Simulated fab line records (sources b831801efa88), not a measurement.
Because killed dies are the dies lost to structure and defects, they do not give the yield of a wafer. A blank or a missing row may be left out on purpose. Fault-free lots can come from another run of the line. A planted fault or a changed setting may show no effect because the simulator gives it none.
fab line records -- flow sky130
record lots=6, wafers=18, last-day=50
route steps=708 shown LDD_HVP@285 LDD_LDN@289 PAD_OPEN@708
lots that met no fault: from a run of the same line without faults
start-h: start of the lot's first displayed wafer, in hours after the record's first day -- wait-h: time in hours since the lot's previous step -- " identical to the entry in the row above -- L1.1+2: one row covering several wafers at once -- - no value, or no start given -- * or withheld: withheld -- < > ~ a bound
route shown NAME@n: a module of which the file shows steps, and the number in the route of the first -- usual: mean/standard deviation taken from wafers without a fault -- same: alike in all rows -- chamber/n: place in a boat -- sites: per-site readings -- _std_site: standard deviation of those values -- _edge_site: inner sites' mean taken away from outer sites' mean -- radius-mm: for every site, how far away it sits from the centre of the wafer -- mask NAME#n: copy n -- behind: the last tool/chamber to shape the wafer -- hold: the reason the lot was held/the length of the hold in hours/how it ended -- device: whichever transistor did not switch (one of n, p or np) -- end of line: tests of these same wafers at the route's end -- a step given without rows: its recipe and nothing more -- killed: dies that structure and defects cost at the first sort, which is not the same as the wafer's yield -- map: a wafer's dies, x killed, . not, _ none there
set.NAME: the setting as run; set.NAME@STEP: as run at that earlier step -- model.NAME: the simulator's own value behind a step, which no gauge read
lots seen at some steps along the route; tables by step, rows by wafer
services: the hour from which a tool's chamber was out of use, counted from the record's first day as start-h (under 0 if before that day), plus the number of hours and why
## steps
# step SKY_LDD_HVP_OVL_MEAS_07
# usual LDD_HVP_OVL=1.9/1.5
lot.wafer,tool,chamber,start-h,wait-h,LDD_HVP_OVL[nm]
L896.2,overlay-01,-,474.63,0.1,-0.9
L896.3,overlay-01,-,474.63,0.1,0.0
L896.5,overlay-01,-,474.63,0.1,0.6
L899.1,overlay-01,-,510.97,0.1,2.9
L899.5,overlay-01,-,510.97,0.1,3.3
L899.6,overlay-01,-,510.97,0.1,2.7
L904.3,overlay-02,-,563.39,0.1,2.3
L904.4,overlay-02,-,563.39,0.1,1.3
L904.6,overlay-02,-,563.39,0.1,1.1
L906.1,overlay-01,-,586.16,0.1,2.0
L906.5,overlay-01,-,586.16,0.1,0.5
L906.6,overlay-01,-,586.16,0.1,-0.2
L916.2,overlay-02,-,675.03,0.1,1.1
L916.3,overlay-02,-,675.03,0.1,1.3
L916.4,overlay-02,-,675.03,0.1,-1.0
L919.1,overlay-01,-,689.66,0.1,0.4
L919.4,overlay-01,-,689.66,0.1,0.3
L919.5,overlay-01,-,689.66,0.1,-0.2
# step SKY_LDD_HVP_IMPLANT_08
# recipe species=B, energy-kev=20, dose-cm2=1.7e+13, tilt-deg=17.9
# step SKY_LDD_HVP_STRIP_09
# recipe chemistry=O2/N2, power-w=1400, pressure-mtorr=1500, platen-temp-c=withheld, o2-flow-sccm=3000, n2-flow-sccm=300, overash-fraction=0.5
# usual drypump-motor-current-A=5.4/0.32, oes-product-au=0.409/0.0045, strip-time-to-endpoint-s=4.137/0.014
lot.wafer,tool,chamber,start-h,wait-h,drypump-motor-current-A,oes-product-au,rf-hours-counter-h,strip-time-to-endpoint-s
L896.2,plasma-asher-03,0,474.81,0.1,5.5,0.409,63,4.135
L896.3,plasma-asher-03,1,474.81,0.1,5.7,0.399,-,4.135
L896.5,plasma-asher-03,1,474.81,0.1,5.8,0.413,-,4.131
L899.1,plasma-asher-03,0,511.16,0.1,5.5,0.406,67,4.143
L899.5,plasma-asher-03,1,511.16,0.1,5.7,0.410,-,4.145
L899.6,plasma-asher-03,0,511.16,0.1,5.5,0.412,-,4.129
L904.3,plasma-asher-03,0,563.59,0.1,5.6,0.408,-,4.120
L904.4,plasma-asher-03,1,563.59,0.1,5.7,0.401,-,4.123
L904.6,plasma-asher-03,1,563.59,0.1,5.7,0.403,-,4.129
L906.1,plasma-asher-03,0,586.35,0.1,5.5,0.408,74,4.122
L906.5,plasma-asher-03,0,586.35,0.1,5.5,0.405,-,4.115
L906.6,plasma-asher-03,1,586.35,0.1,5.8,0.410,-,4.112
L916.2,plasma-asher-03,1,675.21,0.1,5.7,0.407,83,4.145
L916.3,plasma-asher-03,1,675.21,0.1,5.8,0.414,-,4.135
L916.4,plasma-asher-03,0,675.21,0.1,5.5,0.408,-,4.139
L919.1,plasma-asher-02,0,689.85,0.1,5.0,0.413,57,4.152
L919.4,plasma-asher-02,0,689.85,0.1,4.9,0.405,-,4.154
L919.5,plasma-asher-02,0,689.85,0.1,5.0,0.402,-,4.154
# step SKY_LDD_HVP_TW_MEAS_10
# usual LDD_HVP_TW=457.9/3
lot.wafer,tool,chamber,start-h,wait-h,LDD_HVP_TW
L896.2,film-metro-01,-,474.92,0.1,461.9
L896.3,film-metro-01,-,474.92,0.1,459.6
L896.5,film-metro-01,-,474.92,0.1,461.6
L899.1,film-metro-03,-,511.26,0.1,453.7
L899.5,film-metro-03,-,511.26,0.1,457.2
L899.6,film-metro-03,-,511.26,0.1,455.8
L904.3,film-metro-03,-,563.68,0.1,452.8
L904.4,film-metro-03,-,563.68,0.1,455.4
L904.6,film-metro-03,-,563.68,0.1,454.5
L906.1,film-metro-02,-,586.45,0.1,462.3
L906.5,film-metro-02,-,586.45,0.1,460.8
L906.6,film-metro-02,-,586.45,0.1,460.9
L916.2,film-metro-02,-,675.32,0.1,455.4
L916.3,film-metro-02,-,675.32,0.1,457.6
L916.4,film-metro-02,-,675.32,0.1,455.1
L919.1,film-metro-01,-,689.95,0.1,460.3
L919.4,film-metro-01,-,689.95,0.1,460.5
L919.5,film-metro-01,-,689.95,0.1,464.6
# step SKY_LDD_LDN_DEHYDRATE_00
# recipe temp-c=200, time-s=60
# step SKY_LDD_LDN_HMDS_01
# recipe prime-time-s=60, prime-temp-c=120
# step SKY_LDD_LDN_COAT_02
# recipe resist=NOVOLAK, spin-rpm=3000, resist-thk-nm=1140
# step SKY_LDD_LDN_SOFTBAKE_03
# recipe temp-c=90, time-s=60, resist=NOVOLAK
# step SKY_LDD_LDN_EXPOSE_04
# recipe mask-id=LDNTM, na=0.6, source-shape=conventional, sigma-outer=0.6, polarization=unpolarized, target-cd-nm=700, dose-mj=140
# step SKY_LDD_LDN_PEB_05
# recipe temp-c=withheld, time-s=*, resist=NOVOLAK
# step SKY_LDD_LDN_DEVELOP_06
# recipe resist=NOVOLAK, developer=TMAH, develop-time-s=60, dev-temp-c=23
# step SKY_LDD_LDN_OVL_MEAS_07
# usual LDD_LDN_OVL=-0.4/1.5
lot.wafer,tool,chamber,start-h,wait-h,LDD_LDN_OVL[nm]
L896.2,overlay-02,-,505.04,0.1,-0.9
L896.3,overlay-02,-,505.04,0.1,0.4
L896.5,overlay-02,-,505.04,0.1,-0.2
L899.1,overlay-02,-,540.93,0.1,-0.9
L899.5,overlay-02,-,540.93,0.1,-2.2
L899.6,overlay-02,-,540.93,0.1,-2.1
L904.3,overlay-01,-,592.55,0.1,0.2
L904.4,overlay-01,-,592.55,0.1,0.5
L904.6,overlay-01,-,592.55,0.1,-0.3
L906.1,overlay-01,-,615.42,0.1,-3.6
L906.5,overlay-01,-,615.42,0.1,-2.4
L906.6,overlay-01,-,615.42,0.1,-2.6
L916.2,overlay-02,-,703.39,0.1,-0.9
L916.3,overlay-02,-,703.39,0.1,-0.1
L916.4,overlay-02,-,703.39,0.1,-0.4
L919.1,overlay-02,-,716.99,0.1,-1.3
L919.4,overlay-02,-,716.99,0.1,-3.0
L919.5,overlay-02,-,716.99,0.1,-2.5
# step SKY_LDD_LDN_IMPLANT_08
# recipe species=As, energy-kev=15, dose-cm2=1.25e+13, tilt-deg=withheld, rotation-deg=23
# usual dose-ions-cm2=1.2499e+13/1.3e+10
lot.wafer,tool,chamber,start-h,wait-h,dose-ions-cm2
L896.2,implanter-01,0,505.10,0.0,1.2496e+13
L896.3,implanter-01,0,505.10,0.0,1.2494e+13
L896.5,implanter-01,0,505.10,0.0,1.2489e+13
L899.1,implanter-04,0,540.97,0.0,1.2498e+13
L899.5,implanter-04,0,540.97,0.0,1.2507e+13
L899.6,implanter-04,0,540.97,0.0,1.2503e+13
L904.3,implanter-04,0,592.62,0.1,1.2802e+13
L904.4,implanter-04,0,592.62,0.1,1.2764e+13
L904.6,implanter-04,0,592.62,0.1,1.2786e+13
L906.1,implanter-04,0,615.46,0.0,1.2755e+13
L906.5,implanter-04,0,615.46,0.0,1.281e+13
L906.6,implanter-04,0,615.46,0.0,1.2793e+13
L916.2,implanter-02,0,703.44,0.0,1.2502e+13
L916.3,implanter-02,0,703.44,0.0,1.249e+13
L916.4,implanter-02,0,703.44,0.0,1.2512e+13
L919.1,implanter-01,0,717.02,0.0,1.249e+13
L919.4,implanter-01,0,717.02,0.0,1.2483e+13
L919.5,implanter-01,0,717.02,0.0,1.2504e+13
# step SKY_LDD_LDN_IMPLANT_09
# recipe species=As, energy-kev=15, dose-cm2=1.25e+13, tilt-deg=withheld, rotation-deg=113
# step SKY_PAD_OPEN_PROBE_99
# usual killed_at_M0_to_M3=44/7, killed_at_M4_up=3.0/1.9, killed-at-contacts=24/5.4, killed-at-front-end=15/4.6, killed-at-other=0.3/0.5, killed-dies=87/10, killed-open=47/7, killed-short=40/6.2
# same gross-dies=492, killed-at-back-side=0
lot.wafer,tool,chamber,start-h,wait-h,killed_at_M0_to_M3,killed_at_M4_up,killed-at-contacts,killed-at-front-end,killed-at-other,killed-dies,killed-open,killed-short
L896.2,prober-02,-,1058.44,0.1,53,5,28,24,2,112,65,47
L896.3,prober-02,-,1058.49,0.2,48,3,21,19,0,91,51,40
L896.5,prober-02,-,1058.59,0.2,47,0,27,10,0,84,48,36
L899.1,prober-01,-,1085.15,0.1,38,5,28,19,0,90,51,39
L899.5,prober-01,-,1085.35,0.2,47,5,25,13,0,90,52,38
L899.6,prober-01,-,1085.40,0.2,54,1,29,12,0,96,52,44
L904.3,prober-02,-,1120.65,0.2,33,4,28,12,0,77,39,38
L904.4,prober-02,-,1120.70,0.2,43,1,31,12,0,87,45,42
L904.6,prober-02,-,1120.80,0.2,42,6,34,15,0,97,56,41
L906.1,prober-01,-,1138.62,0.1,41,4,30,13,0,88,45,43
L906.5,prober-01,-,1138.82,0.2,46,3,30,13,0,92,51,41
L906.6,prober-01,-,1138.87,0.2,50,2,29,9,1,91,50,41
L916.2,prober-01,-,1193.15,0.1,51,0,27,20,0,98,56,42
L916.3,prober-01,-,1193.20,0.2,37,4,27,23,0,91,52,39
L916.4,prober-01,-,1193.25,0.2,54,2,22,23,0,101,46,55
L919.1,prober-02,-,1197.22,0.1,58,8,33,11,1,111,52,59
L919.4,prober-02,-,1197.37,0.2,43,0,21,23,0,87,41,46
L919.5,prober-02,-,1197.42,0.2,51,1,19,12,0,83,46,37
# killed by level:class
L896.2 LI_CONTACT:geometric-particle:open=13 VIA2:geometric-particle:open=10 CONTACT:geometric-particle:open=9 VIA1:geometric-particle:open=8 POLY_GATE:geometric-particle:short=7 METAL3:geometric-particle:short=7 POLY_GATE:geometric-particle:open=6 VIA3:geometric-particle:open=6
L896.3 VIA1:geometric-particle:open=13 CONTACT:geometric-particle:open=8 FIELD_ISO:geometric-particle:short=6 POLY_GATE:geometric-particle:open=6 LI_CONTACT:geometric-particle:open=6 VIA3:geometric-particle:open=6 METAL1:geometric-particle:short=6 VIA2:geometric-particle:open=6
L896.5 VIA1:geometric-particle:open=10 CONTACT:geometric-particle:short=9 VIA3:geometric-particle:open=9 CONTACT:geometric-particle:open=8 LI_CONTACT:geometric-particle:open=7 VIA1:geometric-particle:short=6 METAL2:geometric-particle:short=6 VIA2:geometric-particle:open=5
L899.1 LI_CONTACT:geometric-particle:open=11 METAL2:geometric-particle:short=10 CONTACT:geometric-particle:open=8 FIELD_ISO:geometric-particle:short=5 VIA1:geometric-particle:open=5 VIA2:geometric-particle:open=5 FIELD_ISO:geometric-particle:open=4 SPACER:geometric-particle:open=4
L899.5 VIA1:geometric-particle:open=13 LI_CONTACT:geometric-particle:open=10 CONTACT:geometric-particle:open=8 METAL1:geometric-particle:short=7 VIA3:geometric-particle:open=6 METAL4:geometric-particle:short=5 METAL2:geometric-particle:short=4 VIA2:geometric-particle:open=4
L899.6 CONTACT:geometric-particle:open=12 METAL1:geometric-particle:short=12 VIA3:geometric-particle:open=10 VIA1:geometric-particle:open=9 LI_CONTACT:geometric-particle:open=7 VIA2:geometric-particle:open=7 LOCAL_INTERCONNECT:geometric-particle:short=5 VIA1:geometric-particle:short=5
L904.3 CONTACT:geometric-particle:open=10 LI_CONTACT:geometric-particle:open=8 FIELD_ISO:geometric-particle:short=6 VIA1:geometric-particle:open=6 METAL2:geometric-particle:short=5 METAL1:geometric-particle:short=5 VIA2:geometric-particle:open=5 LOCAL_INTERCONNECT:geometric-particle:short=4
L904.4 VIA1:geometric-particle:open=10 CONTACT:geometric-particle:open=8 VIA2:geometric-particle:open=8 FIELD_ISO:geometric-particle:short=6 LI_CONTACT:geometric-particle:short=6 METAL1:geometric-particle:short=6 LI_CONTACT:geometric-particle:open=5 LOCAL_INTERCONNECT:geometric-particle:short=5
L904.6 CONTACT:geometric-particle:open=16 VIA1:geometric-particle:open=12 VIA3:geometric-particle:open=7 LOCAL_INTERCONNECT:geometric-particle:short=7 METAL1:geometric-particle:short=7 CONTACT:geometric-particle:short=6 POLY_GATE:geometric-particle:open=4 VIA2:geometric-particle:open=4
L906.1 CONTACT:geometric-particle:open=12 VIA1:geometric-particle:open=7 CONTACT:geometric-particle:short=6 VIA3:geometric-particle:open=6 POLY_GATE:geometric-particle:open=5 LI_CONTACT:geometric-particle:open=5 METAL1:geometric-particle:short=5 VIA2:geometric-particle:short=5
L906.5 VIA1:geometric-particle:open=11 CONTACT:geometric-particle:open=9 METAL1:geometric-particle:short=9 POLY_GATE:geometric-particle:open=7 LI_CONTACT:geometric-particle:open=7 LOCAL_INTERCONNECT:geometric-particle:short=5 CONTACT:geometric-particle:short=5 VIA1:geometric-particle:short=4
L906.6 CONTACT:geometric-particle:open=12 VIA3:geometric-particle:open=9 VIA1:geometric-particle:open=8 LI_CONTACT:geometric-particle:open=7 METAL1:geometric-particle:short=7 CONTACT:geometric-particle:short=6 VIA1:geometric-particle:short=6 VIA2:geometric-particle:open=6
L916.2 LI_CONTACT:geometric-particle:open=9 VIA1:geometric-particle:open=9 CONTACT:geometric-particle:open=8 VIA3:geometric-particle:open=8 POLY_GATE:geometric-particle:open=7 VIA3:geometric-particle:short=6 METAL1:geometric-particle:short=6 CONTACT:geometric-particle:short=5
L916.3 CONTACT:geometric-particle:open=11 VIA1:geometric-particle:open=10 POLY_GATE:geometric-particle:open=8 LI_CONTACT:geometric-particle:open=7 METAL2:geometric-particle:short=5 FIELD_ISO:geometric-particle:short=4 VIA2:geometric-particle:short=4 CONTACT:geometric-particle:short=4
L916.4 VIA2:geometric-particle:open=11 VIA1:geometric-particle:open=11 FIELD_ISO:geometric-particle:short=9 METAL1:geometric-particle:short=8 METAL2:geometric-particle:short=7 CONTACT:geometric-particle:open=7 CONTACT:geometric-particle:short=5 POLY_GATE:geometric-particle:short=5
L919.1 VIA1:geometric-particle:open=13 METAL2:geometric-particle:short=13 LI_CONTACT:geometric-particle:open=12 CONTACT:geometric-particle:short=9 CONTACT:geometric-particle:open=8 VIA1:geometric-particle:short=8 METAL4:geometric-particle:short=6 FIELD_ISO:geometric-particle:short=4
L919.4 VIA1:geometric-particle:open=9 FIELD_ISO:geometric-particle:short=7 CONTACT:geometric-particle:open=7 POLY_GATE:geometric-particle:short=5 METAL2:geometric-particle:short=5 VIA3:geometric-particle:short=5 FIELD_ISO:geometric-particle:open=4 POLY_GATE:geometric-particle:open=4
L919.5 VIA1:geometric-particle:open=11 CONTACT:geometric-particle:open=9 VIA3:geometric-particle:open=6 METAL1:geometric-particle:short=6 VIA2:geometric-particle:open=6 LI_CONTACT:geometric-particle:open=5 METAL2:geometric-particle:short=5 FIELD_ISO:geometric-particle:open=4
## services
tool,chamber,start-h,hours,kind
plasma-asher-03,-,456.77,14.6,pm
implanter-04,-,489.94,2.1,repair
implanter-04,-,490.38,3.5,repair
implanter-04,-,542.72,5.9,pm
plasma-asher-02,-,595.70,1.3,repair
implanter-04,-,633.61,85.5,pm
implanter-02,-,638.65,0.9,repair
plasma-asher-03,-,681.79,2.5,repair
implanter-02,-,716.81,0.5,repair
## key
first-sign step=SKY_LDD_LDN_IMPLANT_08, reading=dose-ions-cm2, direction=up, sigmas=22, usual=*, struck=*
effect none on later readings
met-at SKY_LDD_LDN_IMPLANT_08
struck-wafers L904.3,L904.4,L904.6,L906.1,L906.5,L906.6
tester-left-out L904,L906
onset-between 540.97 592.62
fault kind=process-parameter-drift, tool=implanter-04, chamber=-, onset-h=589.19, steps=SKY_LDD_LDN_IMPLANT_08, channel=dose-cm2, offset=*, shape=step, end-h=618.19, acts-in=*, stated=*
# tester-left-out: of these lots the tester's yield and bins aren't shown, on N5 and GAA mostly nor the transistor test; their killed dies are dies lost to structure and defects alone, not to doping, threshold or leakage, so they don't give the yield
